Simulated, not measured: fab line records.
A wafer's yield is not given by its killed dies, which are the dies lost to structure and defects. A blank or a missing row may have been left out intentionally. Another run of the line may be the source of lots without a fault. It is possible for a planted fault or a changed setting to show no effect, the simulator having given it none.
A lot that was struck, set against a sound lot :: flow sky130 :: 25 out of 708 route steps
Sound: wafers L249.3, L249.5, L249.6. Struck: wafers L256.1, L256.2, L256.4. The cause is given at the end.
Each step with rows lists, per side, the tool, then ch with its chambers, then its first start. Under that, the readings that differ: sound wafers :: struck wafers :: difference of the means :: sigmas: that difference in standard deviations of wafers without a fault.
alike: same words and numbers on both sides, and readings whose means sit less than 2 such deviations apart. not compared: any withheld reading, any reading some wafer has no value for, any bound like >300 that may hide the same value, and any number with overlapping values for which the record gives no deviation.
Wherever a step has rows on one side only, a row that says differs or no value, or a row with sigmas, the two part there. Non-overlapping numbers with no deviation appear without sigmas and do not part them. A reading that every wafer of one side lacks parts them only if that side has two wafers or more.

first, 9 steps without rows for these wafers: SKY_LI_CONTACT_ETCH_14 (etches BARC in N2/H2, stops on SiO2, time 45.9 s, target depth 60 nm); SKY_LI_CONTACT_ETCH_15 (etches PSG in C4F8/O2/Ar, stops on Si, target depth 600 nm); SKY_LI_CONTACT_STRIP_16 (strips in O2/N2); SKY_LI_CONTACT_CLEAN_17 (cleans in NMP, time 600 s); SKY_LI_CONTACT_PRE_CLEAN_18 (time 5.6 s); SKY_LI_CONTACT_SPUTTER_19 (material Ti, target thk 20 nm, time 106.37 s); SKY_LI_CONTACT_SPUTTER_20 (material TiN, target thk 20 nm, time 80 s); SKY_LI_CONTACT_CVD_21 (deposits W, target thk 400 nm, time 120.56 s); SKY_LI_CONTACT_CMP_24 (polishes, stops on PSG, t overpolish 20 s, target thk 0 nm).
SKY_LOCAL_INTERCONNECT_SPUTTER_00: material TiN, target thk 100 nm, time 83.3 s.
  sound: pvd sputter-01 at day 32 02:26; struck: pvd sputter-01 at day 34 12:48
reading: chamber pressure pa (Pa)
sound: 0.4001 0.3991 0.3988
struck: 0.4691 0.4691 0.4688
difference: +0.0697
sigmas: +81

reading: model.TiN_of_LOCAL_INTERCONNECT_SPUTTER_00.thk nm (nm)
sound: 100.1 100.5 101.1
struck: 97.1 97.15 97.53
difference: -3.3
sigmas: 
  alike: throttle valve pct
SKY_LOCAL_INTERCONNECT_RS_MEAS_01: a four-point-probe measurement.
  sound: film metro-02 at day 32 02:32; struck: film metro-02 at day 34 12:52
reading: LOCAL_INTERCONNECT_TIN_RS (ohm/sq)
sound: 14.13 14.08 14.00
struck: 14.57 14.54 14.49
difference: +0.46
sigmas: +3
then, 9 steps without rows for these wafers: SKY_LOCAL_INTERCONNECT_DEHYDRATE_03 (time 60 s); SKY_LOCAL_INTERCONNECT_HMDS_04 (prime time 60 s); SKY_LOCAL_INTERCONNECT_COAT_05 (resist thk 60 nm); SKY_LOCAL_INTERCONNECT_COAT_06 (resist thk 450 nm); SKY_LOCAL_INTERCONNECT_SOFTBAKE_07 (time 90 s); SKY_LOCAL_INTERCONNECT_EXPOSE_08 (exposes mask LI1M, target cd 170 nm); SKY_LOCAL_INTERCONNECT_PEB_09; SKY_LOCAL_INTERCONNECT_DEVELOP_10 (develop time 60 s); SKY_LOCAL_INTERCONNECT_ETCH_13 (etches BARC in N2/H2, stops on SiO2, time 45.9 s, target depth 60 nm).
SKY_LOCAL_INTERCONNECT_METAL_ETCH_14: etches TiN in Cl2/BCl3, stops on PSG, target depth 110 nm, time 31.4 s.
  sound on rie metal-02 ch 0,1, day 33 06:39; struck on rie metal-02 ch 0,1, day 35 15:46
reading: oes product au (a.u.)
sound: 0.942 0.945 0.947
struck: 0.931 0.925 0.932
difference: -0.015
sigmas: -2

reading: throttle valve pct (%)
sound: 21.894 21.890 21.882
struck: 21.918 21.923 21.922
difference: +0.032
sigmas: +3

reading: model.etch.depth nm (nm)
sound: 100.1 100.5 101.1
struck: 97.1 97.15 97.53
difference: -3.3
sigmas: 

reading: model.LOCAL_INTERCONNECT.feature depth nm (nm)
sound: 100.1 100.5 101.1
struck: 97.1 97.15 97.53
difference: -3.3
sigmas: 
  alike: bias w, chamber pressure mTorr, drypump motor current A, rf fwd power W
  not compared: rf hours counter h
then, 1 step without rows for these wafers: SKY_LOCAL_INTERCONNECT_STRIP_15 (strips in O2/N2).
SKY_LOCAL_INTERCONNECT_STRIP_16: strips in post etch residue remover, time 1200 s.
  sound on wet bench-02 ch 1, day 33 06:47; struck on wet bench-04 ch 1, day 35 15:55
reading: model.TiN_of_LOCAL_INTERCONNECT_SPUTTER_00.thk nm (nm)
sound: 99.68 100.1 100.7
struck: 96.68 96.73 97.11
difference: -3.32
sigmas: 
then, 1 step without rows for these wafers: SKY_LOCAL_INTERCONNECT_CLEAN_17 (cleans in IPA, time 180 s).
-- here the record skips 14 days between the struck wafers' starts before and after, leaving off in module LOCAL_INTERCONNECT and picking up in module PAD_OPEN (first step shown: number 708 of the route) --
SKY_PAD_OPEN_PROBE_99:
  sound: prober-01 at day 47 20:58; struck: prober-02 at day 49 11:55
reading: killed at front end
sound: 10 16 4
struck: 22 22 20
difference: +11
sigmas: +3

reading: model.etest.res li.line ohm um
sound: 75.24 74.93 74.02
struck: 77.45 77.93 76.73
difference: +2.64
sigmas: 

reading: model.etest.res li.rs ohm sq
sound: 12.78 12.72 12.61
struck: 13.16 13.13 13.14
difference: +0.44
sigmas: 
  alike: killed_at_M0_to_M3, killed_at_M4_up, killed at contacts, killed at other, killed dies, killed open, killed short

## WHERE THEY PART
At SKY_LOCAL_INTERCONNECT_SPUTTER_00 first; at SKY_PAD_OPEN_PROBE_99 last (within this record only).

WHY: whatever the simulator had introduced
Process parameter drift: pvd sputter-01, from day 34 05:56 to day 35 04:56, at SKY_LOCAL_INTERCONNECT_SPUTTER_00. Setting chamber pressure pa shifted by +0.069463 from 0.4. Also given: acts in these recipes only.
